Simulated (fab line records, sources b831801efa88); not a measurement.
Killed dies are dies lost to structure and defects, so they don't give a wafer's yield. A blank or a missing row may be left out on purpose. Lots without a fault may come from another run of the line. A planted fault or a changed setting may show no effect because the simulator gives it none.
Which tool did it? | flow sky130 | 11 lots, 33 wafers sampled, at 6 steps of a route of 708

WHAT THE GAUGES READ, wafer by wafer
SKY_VT_ADJUST_HVTP_OVL_MEAS_08.
lot  | measured     | on         | VT_ADJUST_HVTP_OVL (nm)
L337 | day 6 00:05  | overlay-02 | 2.5 2.1 1.6
L339 | day 6 15:50  | overlay-01 | 0.4 -0.5 1.7
L342 | day 7 08:34  | overlay-01 | 0.8 -0.2 0.8
L344 | day 7 20:06  | overlay-02 | 2.1 4.5 2.5
L349 | day 9 04:33  | overlay-02 | -0.4 2.2 -1.3
L351 | day 9 14:55  | overlay-01 | 2.3 1.2 -0.3
L352 | day 10 05:25 | overlay-02 | 0.9 1.1 0.6
L353 | day 10 14:58 | overlay-01 | 1.6 2.6 1.2
L354 | day 10 15:37 | overlay-01 | -0.5 0.5 2.4
L360 | day 12 18:50 | overlay-01 | 2.6 0.0 1.2
L359 | day 12 19:09 | overlay-01 | 2.2 3.5 2.1

SKY_SONOS_ONO_THK_MEAS_03.
lot  | measured     | on            | SONOS_ONO_CVD_02_THK (nm)
L337 | day 11 07:20 | film_metro-04 | 10.42 10.50 10.39
L339 | day 12 03:41 | film_metro-02 | 10.39 10.44 10.38
L342 | day 13 04:03 | film_metro-03 | 10.51 10.39 10.59
L344 | day 13 18:52 | film_metro-03 | 10.51 10.35 10.26
L349 | day 15 09:19 | film_metro-04 | 10.49 10.33 10.46
L351 | day 15 22:46 | film_metro-03 | 10.56 10.54 10.63
L352 | day 16 19:43 | film_metro-02 | 10.56 10.60 10.56
L353 | day 17 05:53 | film_metro-03 | 10.58 10.45 10.51
L354 | day 17 06:56 | film_metro-02 | 10.44 10.51 10.42
L360 | day 19 23:25 | film_metro-04 | 10.50 10.32 10.49
L359 | day 20 03:11 | film_metro-02 | 10.44 10.49 10.49

SKY_POLY_GATE_THK_MEAS_01.
lot  | measured     | on            | POLY_GATE_CVD_00_THK (nm)
L337 | day 13 16:40 | film_metro-04 | 175.3 174.7 175.3
L339 | day 14 12:43 | film_metro-01 | 178.1 178.1 178.8
L342 | day 15 19:05 | film_metro-04 | 177.1 177.7 179.2
L344 | day 16 09:46 | film_metro-04 | 175.5 176.4 176.8
L349 | day 17 23:55 | film_metro-02 | 179.8 178.2 178.6
L351 | day 18 16:05 | film_metro-01 | 177.0 178.9 178.1
L352 | day 19 16:01 | film_metro-04 | 119.9 117.2 116.5
L353 | day 20 03:26 | film_metro-04 | 117.7 118.5 118.2
L354 | day 20 05:14 | film_metro-01 | 121.8 122.5 121.9
L360 | day 22 20:01 | film_metro-01 | 178.4 179.5 179.8
L359 | day 23 00:04 | film_metro-02 | 181.3 181.2 183.7

SKY_LDD_N_OVL_MEAS_07.
lot  | measured     | on         | LDD_N_OVL (nm)
L337 | day 17 06:08 | overlay-01 | 1.8 2.3 2.0
L339 | day 18 05:28 | overlay-02 | 0.1 0.6 -0.3
L342 | day 19 18:24 | overlay-02 | -0.6 -0.6 0.2
L344 | day 20 08:29 | overlay-01 | 1.2 0.2 0.5
L349 | day 22 00:20 | overlay-02 | 1.8 2.7 1.8
L351 | day 22 17:31 | overlay-02 | 3.1 1.1 1.7
L352 | day 23 16:25 | overlay-01 | -1.4 -2.8 -0.2
L353 | day 24 02:32 | overlay-01 | -1.3 -2.2 -3.4
L354 | day 24 07:34 | overlay-01 | -0.2 -1.3 0.6
L360 | day 26 16:04 | overlay-02 | 2.4 0.8 1.4
L359 | day 27 22:55 | overlay-01 | -1.8 -1.5 1.2

WHICH TOOL RAN EACH LOT (tool, then ch and the chambers of the sampled wafers, then the start)
lot  | SKY_POLY_GATE_CVD_00        | SKY_POLY_GATE_ETCH_17
L337 | lpcvd-01 ch 1, day 13 15:27 | rie_si-02 ch 1,3, day 15 23:04
L339 | lpcvd-01 ch 1, day 14 11:31 | rie_si-02 ch 0,1,2, day 16 22:15
L342 | lpcvd-01 ch 1, day 15 17:52 | rie_si-02 ch 1,2, day 18 08:24
L344 | lpcvd-01 ch 0, day 16 08:32 | rie_si-02 ch 0,1,2, day 18 23:19
L349 | lpcvd-01 ch 1, day 17 22:43 | rie_si-02 ch 1,3, day 20 14:30
L351 | lpcvd-01 ch 0, day 18 14:53 | rie_si-01 ch 1,2, day 21 09:00
L352 | lpcvd-01 ch 1, day 19 14:49 | rie_si-02 ch 1,2,3, day 22 07:48
L353 | lpcvd-01 ch 1, day 20 01:38 | rie_si-02 ch 1,2,3, day 22 19:06
L354 | lpcvd-01 ch 1, day 20 03:26 | rie_si-02 ch 0,3, day 22 22:39
L360 | lpcvd-01 ch 0, day 22 18:13 | rie_si-01 ch 0,1,3, day 25 09:30
L359 | lpcvd-01 ch 0, day 22 22:16 | rie_si-02 ch 1,2, day 26 17:03
- SKY_POLY_GATE_CVD_00: deposits poly-Si, target thk 180 nm, time 720 s.
- SKY_POLY_GATE_ETCH_17: etches poly-Si in HBr/Cl2, stops on SiO2, target depth 180 nm, time 70.5 s.

WHAT THE TOOLS THEMSELVES READ (means of the sampled wafers that have a number; where no wafer has one, the mark that the record gives instead)
SKY_POLY_GATE_CVD_00.
lot  | tool     | spike_tc_bottom_C (C) | spike_tc_centre_C (C) | spike_tc_lower_C (C) | spike_tc_top_C (C) | spike_tc_upper_C (C) | susceptor_temp_C (C) | zone_power_upper_pct (%)
L337 | lpcvd-01 | 642.6                 | 620.4                 | 619.7                | 639.1              | 623.1                | 620.15               | 8.53
L339 | lpcvd-01 | 643.2                 | 620.9                 | 619.9                | 637.8              | 622.5                | 620.27               | 8.35
L342 | lpcvd-01 | 643.9                 | 620.2                 | 620.2                | 638.4              | 621.9                | 620.49               | 8.45
L344 | lpcvd-01 | 641.0                 | 621.0                 | 621.3                | 640.3              | 620.6                | 620.22               | 8.68
L349 | lpcvd-01 | 643.5                 | 621.5                 | 619.8                | 639.5              | 622.1                | 620.03               | 8.46
L351 | lpcvd-01 | 641.1                 | 621.1                 | 620.6                | 640.5              | 620.1                | 619.99               | 8.73
L352 | lpcvd-01 | 628.5                 | 603.5                 | 602.7                | 622.7              | 606.0                | 603.87               | 8.03
L353 | lpcvd-01 | 626.7                 | 603.2                 | 604.3                | 621.7              | 607.0                | 603.93               | 8.03
L354 | lpcvd-01 | 627.7                 | 603.6                 | 602.9                | 622.3              | 606.4                | 603.44               | 8.04
L360 | lpcvd-01 | 641.6                 | 621.0                 | 620.5                | 639.8              | 619.8                | 620.06               | 8.66
L359 | lpcvd-01 | 640.5                 | 621.1                 | 620.2                | 640.3              | 619.4                | 620.30               | 8.71

SKY_POLY_GATE_ETCH_17.
lot  | tool      | drypump_motor_current_A (A) | oes_product_au (a.u.) | throttle_valve_pct (%)
L337 | rie_si-02 | 6.2                         | 0.971                 | 33.694
L339 | rie_si-02 | 6.1                         | 0.981                 | 33.682
L342 | rie_si-02 | 6.5                         | 0.982                 | 33.686
L344 | rie_si-02 | 6.1                         | 0.980                 | 33.687
L349 | rie_si-02 | 6.4                         | 0.984                 | 33.684
L351 | rie_si-01 | 5.9                         | 0.981                 | 33.682
L352 | rie_si-02 | 6.2                         | 0.745                 | 33.687
L353 | rie_si-02 | 6.2                         | 0.746                 | 33.681
L354 | rie_si-02 | 5.8                         | 0.765                 | 33.685
L360 | rie_si-01 | 5.9                         | 0.977                 | 33.678
L359 | rie_si-02 | 6.5                         | 0.996                 | 33.683

THE ANSWER, worked out from the rows above alone
Rule: what is usual is taken from the lots themselves. Put in order of their means at a reading, lots are off if they are a third of the lots or fewer, leave a main group of 4 or more, and stand apart from it by a gap of 3 or more times the standard deviation of the main group's means; of several such gaps the widest counts. A main group whose means are all the same, to the digits that the tables above print for the reading, isn't used. A lot without any number at a reading at which 4 lots or more have one is off too. The other lots that the step has rows for count as sound. The gauges are gone through in route order, then the tools' own readings, and for those a lot's mean is taken as printed above. The first step at which some lot is off is used, and at that step the reading that is off furthest; a lot without a number counts as furthest.
Off: L352, L353, L354, at SKY_POLY_GATE_THK_MEAS_01 (POLY_GATE_CVD_00_THK). The main group: mean 178.2 nm, standard deviation 1.9.
A tool fits if, at a process step before that reading, it ran every lot that is off, and no sound lot after the first of them. The gauges at SKY_POLY_GATE_THK_MEAS_01 aren't tried: what is off there is off at SKY_POLY_GATE_CVD_00 too, on other tools, and a gauge's error can't cause that. None of those tried fits.

WHAT THE SIMULATOR HAD PUT IN
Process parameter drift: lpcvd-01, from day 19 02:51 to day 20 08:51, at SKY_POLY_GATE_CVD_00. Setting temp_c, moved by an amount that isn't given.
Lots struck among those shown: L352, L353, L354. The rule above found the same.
